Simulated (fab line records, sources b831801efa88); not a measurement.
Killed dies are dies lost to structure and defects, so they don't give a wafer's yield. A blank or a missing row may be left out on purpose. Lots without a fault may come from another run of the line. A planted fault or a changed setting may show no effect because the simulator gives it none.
A struck lot beside a sound one | flow sky130 | 15 steps out of a route of 708
Sound: wafers L944.1, L944.4, L944.6. Struck: wafers L950.1, L950.3, L950.6. The cause comes at the end.
At each step with rows: each side's tool, then ch and its chambers, then its first start. Under that, the readings that differ: sound wafers | struck wafers | difference of the means | sigmas: that difference in standard deviations of wafers without a fault.
alike: readings whose means differ by less than 2 such deviations, and words and numbers that are the same on both sides. not compared: withheld readings, readings that some wafer has no value for, bounds like >300 that may hide the same value, and numbers for which the record gives no deviation and whose values overlap.
The two part at a step that has a row with sigmas, a row that says differs or no value, or rows on one side only. Numbers that don't overlap but have no deviation are shown without sigmas and don't part them. A reading that every wafer of one side lacks parts them only if that side has two wafers or more.

first, 6 steps without rows for these wafers: SKY_GATE_OXIDE_HMDS_04 (prime time 60 s); SKY_GATE_OXIDE_COAT_05 (resist thk 1140 nm); SKY_GATE_OXIDE_SOFTBAKE_06 (time 60 s); SKY_GATE_OXIDE_EXPOSE_07 (exposes mask LVOM, target cd 600 nm); SKY_GATE_OXIDE_PEB_08; SKY_GATE_OXIDE_DEVELOP_09 (develop time 60 s).
SKY_GATE_OXIDE_OVL_MEAS_10:
  sound on overlay-01, day 14 00:57; struck on overlay-01, day 16 06:34
  alike: GATE_OXIDE_OVL
then, 2 steps without rows for these wafers: SKY_GATE_OXIDE_IMPLANT_11; SKY_GATE_OXIDE_WET_ETCH_12 (etches SiO2 in dHF, target depth 16.8 nm, time 336 s).
SKY_GATE_OXIDE_STRIP_13: strips in O2/N2.
  sound on plasma_asher-03 ch 0,1, day 14 01:14; struck on plasma_asher-01 ch 0, day 16 06:52
  alike: chamber_pressure_mTorr, drypump_motor_current_A, oes_product_au, strip_time_to_endpoint_s
  not compared: rf_hours_counter_h
SKY_GATE_OXIDE_TW_MEAS_14:
  sound on film_metro-04, day 14 01:20; struck on film_metro-03, day 16 06:58
  reading       | sound             | struck            | difference | sigmas
  GATE_OXIDE_TW | 225.1 227.0 225.7 | 220.1 220.6 222.2 | -5.0       | -3
then, 1 step without rows for these wafers: SKY_GATE_OXIDE_CLEAN_15 (cleans in SC1/SC2, time 150 s).
SKY_GATE_OXIDE_OXIDATION_16: stabilise 600 s, purge 300 s, target thk 3.57 nm.
  sound on furnace-01 ch 0, day 14 05:15; struck on furnace-01 ch 0, day 16 14:36
  reading         | sound       | struck         | difference | sigmas
  stabilise_s (s) | 600 600 600 | 5400 5400 5400 | +4800      |
  alike: spike_tc_upper_C
then, 1 step without rows for these wafers: SKY_POLY_GATE_CVD_00 (deposits poly-Si, target thk 180 nm, time 720 s).
-- the record jumps here: 32 days lie between the struck wafers' starts before and after (it left off in module POLY_GATE and takes up again in module PAD_OPEN, whose first step shown is number 708 of the route) --
SKY_PAD_OPEN_PROBE_99:
  sound on prober-02, day 46 00:04; struck on prober-02, day 48 07:31
  reading                                  | sound                   | struck                  | difference | sigmas
  model.etest.pfet_01v8_mvt.off_log10_a_um | -10.62 -10.6 -10.83     | -10.13 -10.06 -10.03    | +0.61      |
  model.etest.pfet_01v8_lvt.off_log10_a_um | -8.663 -8.546 -8.828    | -9.051 -9.021 -9.046    | -0.360     |
  model.etest.pfet_01v8_mvt.vt_sat_v (V)   | -0.5671 -0.5627 -0.5763 | -0.5215 -0.5244 -0.5215 | +0.0462    |
  model.etest.pfet_01v8_mvt.vt_v (V)       | -0.6523 -0.6547 -0.6629 | -0.6162 -0.6201 -0.6168 | +0.0389    |
  model.etest.pfet_01v8_mvt.vt_long_v (V)  | -0.8607 -0.8665 -0.8705 | -0.8335 -0.8386 -0.8384 | +0.0291    |
  model.etest.pfet_01v8_lvt.vt_v (V)       | -0.5183 -0.5163 -0.5302 | -0.5531 -0.559 -0.5532  | -0.0335    |
  model.etest.pfet_01v8_lvt.vt_sat_v (V)   | -0.4229 -0.4199 -0.4354 | -0.4559 -0.4633 -0.4538 | -0.0316    |
  model.etest.pfet_01v8_lvt.vt_long_v (V)  | -0.637 -0.6408 -0.6499  | -0.6714 -0.6777 -0.6744 | -0.0319    |
  alike: killed_at_M0_to_M3, killed_at_M4_up, killed_at_contacts, killed_at_front_end, killed_at_other, killed_dies, killed_open, killed_short

WHERE THEY PART
Only at SKY_GATE_OXIDE_TW_MEAS_14, within this record. Later steps at which nothing parts them and some readings are alike: SKY_GATE_OXIDE_OXIDATION_16, SKY_PAD_OPEN_PROBE_99.

WHY: what the simulator had put in
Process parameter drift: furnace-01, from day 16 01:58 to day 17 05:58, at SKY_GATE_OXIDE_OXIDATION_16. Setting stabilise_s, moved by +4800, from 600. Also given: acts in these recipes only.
